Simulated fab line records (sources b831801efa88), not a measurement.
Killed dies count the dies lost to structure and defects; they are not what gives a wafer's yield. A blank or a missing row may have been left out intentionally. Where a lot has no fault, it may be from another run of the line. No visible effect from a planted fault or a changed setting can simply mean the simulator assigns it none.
Which tool is to blame? | flow gf180mcu | 12 lots with 36 wafers sampled at 5 steps, on a route of 602 steps

WHAT EACH GAUGE READ, for each wafer
GF_NWELL_TW_MEAS_11.
lot  | measured    | on            | NWELL_TW
L993 | day 3 12:40 | film-metro-02 | 1565 1565 1566
L994 | day 3 21:28 | film-metro-04 | 1584 1588 1580
L997 | day 4 13:01 | film-metro-04 | 1594 1587 1596
L998 | day 4 19:19 | film-metro-02 | 1562 1558 1564
L999 | day 4 21:49 | film-metro-02 | 1564 1570 1569
L100 | day 5 03:35 | film-metro-02 | 1574 1572 1575
L103 | day 5 19:40 | film-metro-02 | 1576 1572 1565
L106 | day 6 13:28 | film-metro-04 | 1585 1582 1583
L107 | day 6 19:28 | film-metro-04 | 1593 1591 1590
L108 | day 6 22:54 | film-metro-01 | 1554 1563 1559
L111 | day 7 19:21 | film-metro-01 | 1546 1549 1553
L112 | day 7 23:13 | film-metro-02 | 1578 1566 1573

GF_VT_IMPLANT_TW_MEAS_32.
lot  | measured     | on            | VT_IMPLANT_3_TW
L993 | day 7 04:31  | film-metro-04 | 270.8 268.7 270.0
L994 | day 7 14:18  | film-metro-02 | 267.4 268.4 267.1
L997 | day 8 09:42  | film-metro-03 | 268.6 268.3 269.1
L998 | day 8 16:28  | film-metro-03 | 268.0 269.2 269.2
L999 | day 8 20:27  | film-metro-04 | 268.5 268.2 269.5
L100 | day 9 01:58  | film-metro-03 | 268.7 268.1 269.9
L103 | day 9 20:49  | film-metro-02 | 268.4 267.4 266.8
L106 | day 10 19:31 | film-metro-03 | 268.4 269.4 268.6
L107 | day 11 04:40 | film-metro-03 | 140.9 141.7 140.6
L108 | day 11 06:45 | film-metro-03 | 140.9 141.0 141.2
L111 | day 12 06:46 | film-metro-03 | 269.4 267.6 267.2
L112 | day 12 12:13 | film-metro-04 | 269.4 269.8 269.8

TOOL THAT RAN EACH LOT (tool first, then ch and the chambers of the sampled wafers, then the start)
lot  | GF_LVPWELL_STRIP_10                 | GF_MVSD_STRIP_10                    | GF_VT_IMPLANT_IMPLANT_30
L993 | plasma-asher-03 ch 0,1, day 4 01:38 | plasma-asher-02 ch 0,1, day 4 16:14 | implanter-01 ch 0, day 7 04:18
L994 | plasma-asher-02 ch 0, day 4 11:23   | plasma-asher-04 ch 0,1, day 5 02:00 | implanter-04 ch 0, day 7 14:03
L997 | plasma-asher-04 ch 0,1, day 5 03:49 | plasma-asher-01 ch 0,1, day 5 19:25 | implanter-01 ch 0, day 8 09:27
L998 | plasma-asher-03 ch 0,1, day 5 09:44 | plasma-asher-02 ch 0,1, day 6 01:30 | implanter-01 ch 0, day 8 16:14
L999 | plasma-asher-03 ch 0,1, day 5 12:34 | plasma-asher-04 ch 0,1, day 6 04:14 | implanter-04 ch 0, day 8 20:12
L100 | plasma-asher-04 ch 0,1, day 5 18:34 | plasma-asher-04 ch 0,1, day 6 09:47 | implanter-04 ch 0, day 9 01:45
L103 | plasma-asher-02 ch 0,1, day 6 10:29 | plasma-asher-02 ch 0,1, day 7 01:47 | implanter-02 ch 0, day 9 20:35
L106 | plasma-asher-03 ch 0,1, day 7 05:11 | plasma-asher-04 ch 0,1, day 7 20:51 | implanter-04 ch 0, day 10 19:16
L107 | plasma-asher-02 ch 0,1, day 7 11:34 | plasma-asher-02 ch 0,1, day 8 04:32 | implanter-04 ch 0, day 11 04:26
L108 | plasma-asher-03 ch 0,1, day 7 14:50 | plasma-asher-04 ch 0,1, day 8 07:08 | implanter-04 ch 0, day 11 06:30
L111 | plasma-asher-04 ch 0,1, day 8 11:54 | plasma-asher-01 ch 0,1, day 9 04:59 | implanter-01 ch 0, day 12 06:31
L112 | plasma-asher-02 ch 0,1, day 8 15:20 | plasma-asher-02 ch 0,1, day 9 08:54 | implanter-02 ch 0, day 12 11:58
- GF_LVPWELL_STRIP_10: strips in O2/N2.
- GF_MVSD_STRIP_10: strips in O2/N2.
- GF_VT_IMPLANT_IMPLANT_30

WHAT THE TOOLS THEMSELVES READ (means of the sampled wafers that have a number; where no wafer has one, the mark that the record gives instead)
GF_LVPWELL_STRIP_10.
lot  | tool            | drypump-motor-current-A (A) | heater-power-w (W) | oes-product-au (a.u.) | strip-time-to-endpoint-s (s)
L993 | plasma-asher-03 | 5.9                         | 313                | 0.726                 | 36.99
L994 | plasma-asher-02 | 5.4                         | 315                | 0.728                 | 37.03
L997 | plasma-asher-04 | 5.5                         | 364                | 0.722                 | 36.97
L998 | plasma-asher-03 | 5.9                         | 320                | 0.721                 | 36.93
L999 | plasma-asher-03 | 6.1                         | 323                | 0.725                 | 36.94
L100 | plasma-asher-04 | 5.5                         | 360                | 0.724                 | 37.11
L103 | plasma-asher-02 | 5.3                         | 305                | 0.721                 | 36.87
L106 | plasma-asher-03 | 6.1                         | 319                | 0.728                 | 37.13
L107 | plasma-asher-02 | 5.3                         | 311                | 0.723                 | 36.97
L108 | plasma-asher-03 | 5.8                         | 320                | 0.724                 | 36.78
L111 | plasma-asher-04 | 5.5                         | 360                | 0.718                 | 36.81
L112 | plasma-asher-02 | 5.3                         | 314                | 0.728                 | 36.92

GF_MVSD_STRIP_10.
lot  | tool            | drypump-motor-current-A (A) | heater-power-w (W) | oes-product-au (a.u.) | strip-time-to-endpoint-s (s)
L993 | plasma-asher-02 | 5.32                        | 302                | 0.728                 | 36.88
L994 | plasma-asher-04 | 5.45                        | 359                | 0.721                 | 36.92
L997 | plasma-asher-01 | 5.53                        | 338                | 0.726                 | 36.94
L998 | plasma-asher-02 | 5.32                        | 310                | 0.719                 | 37.18
L999 | plasma-asher-04 | 5.46                        | 363                | 0.724                 | 36.96
L100 | plasma-asher-04 | 5.46                        | 359                | 0.725                 | 37.10
L103 | plasma-asher-02 | 5.25                        | 296                | 0.719                 | 36.98
L106 | plasma-asher-04 | 5.46                        | 354                | 0.722                 | 36.91
L107 | plasma-asher-02 | 5.32                        | 312                | 0.722                 | 36.83
L108 | plasma-asher-04 | 5.47                        | 360                | 0.723                 | 36.86
L111 | plasma-asher-01 | 5.39                        | 332                | 0.721                 | 37.03
L112 | plasma-asher-02 | 5.32                        | 311                | 0.722                 | 36.92

GF_VT_IMPLANT_IMPLANT_30.
lot  | tool         | dose-ions-cm2 | end-station-pressure-torr (Torr) | faraday-current-uA
L993 | implanter-01 | 2.5311e+12    | 5e-06                            | 14.26
L994 | implanter-04 | 2.5326e+12    | 5e-06                            | 14.35
L997 | implanter-01 | 2.5348e+12    | 5e-06                            | 13.99
L998 | implanter-01 | 2.5322e+12    | 5e-06                            | 14.28
L999 | implanter-04 | 2.5329e+12    | 5e-06                            | 14.48
L100 | implanter-04 | 2.5354e+12    | 5e-06                            | 14.09
L103 | implanter-02 | 2.5361e+12    | 5e-06                            | 14.15
L106 | implanter-04 | 2.5334e+12    | 5e-06                            | 14.39
L107 | implanter-04 | 2.5193e+11    | 5e-06                            | 1.43
L108 | implanter-04 | 2.5507e+11    | 5e-06                            | 1.41
L111 | implanter-01 | 2.5348e+12    | 5e-06                            | 14.54
L112 | implanter-02 | 2.5322e+12    | 5e-06                            | 14.44

THE ANSWER, worked out from the rows above alone
Rule: usual is defined by the lots themselves. The widest of any qualifying gaps counts: lots, ordered by their means at a reading, are off when they make up no more than a third of the lots, leave a main group of 4 or more, and stand apart from it by 3 or more times the standard deviation of that group's means. A main group is skipped when, at the precision printed for the reading in the tables above, its means are all equal. Also off: a lot with no number at a reading for which 4 or more lots have one. Any other lot the step has rows for is counted as sound. The gauges are gone through in route order, then the tools' own readings, and for those a lot's mean is taken as printed above. The first step at which some lot is off is used, and at that step the reading that is off furthest; a lot without a number counts as furthest.
Off: at GF_VT_IMPLANT_TW_MEAS_32 (VT_IMPLANT_3_TW), L107, L108. The main group: mean 268.7, standard deviation 0.72.
A tool fits if, at a process step before that reading, it ran every lot that is off, and no sound lot after the first of them. The gauges at GF_VT_IMPLANT_TW_MEAS_32 aren't tried: what is off there is off at GF_VT_IMPLANT_IMPLANT_30 too, on other tools, and a gauge's error can't cause that. One fits: implanter-04 at GF_VT_IMPLANT_IMPLANT_30. Its last sound lot is L106 (day 10 19:16), its first lot that is off L107 (day 11 04:26): a fault that began between those two fits.
The tool's own readings at GF_VT_IMPLANT_IMPLANT_30 bear it out: on the lots that are off they differ by more than 5 times the standard deviation of the sound lots' means. dose-ions-cm2 reads 2.5350e+11 there against 2.5336e+12 on the sound lots; faraday-current-uA reads 1.42 there against 14.30 on the sound lots.

WHAT THE SIMULATOR HAD PUT IN
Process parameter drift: implanter-04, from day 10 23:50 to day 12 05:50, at GF_VT_IMPLANT_IMPLANT_30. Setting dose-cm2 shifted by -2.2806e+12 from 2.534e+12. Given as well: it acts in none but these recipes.
Shown lots that were struck: L107, L108. Same finding as the rule above.
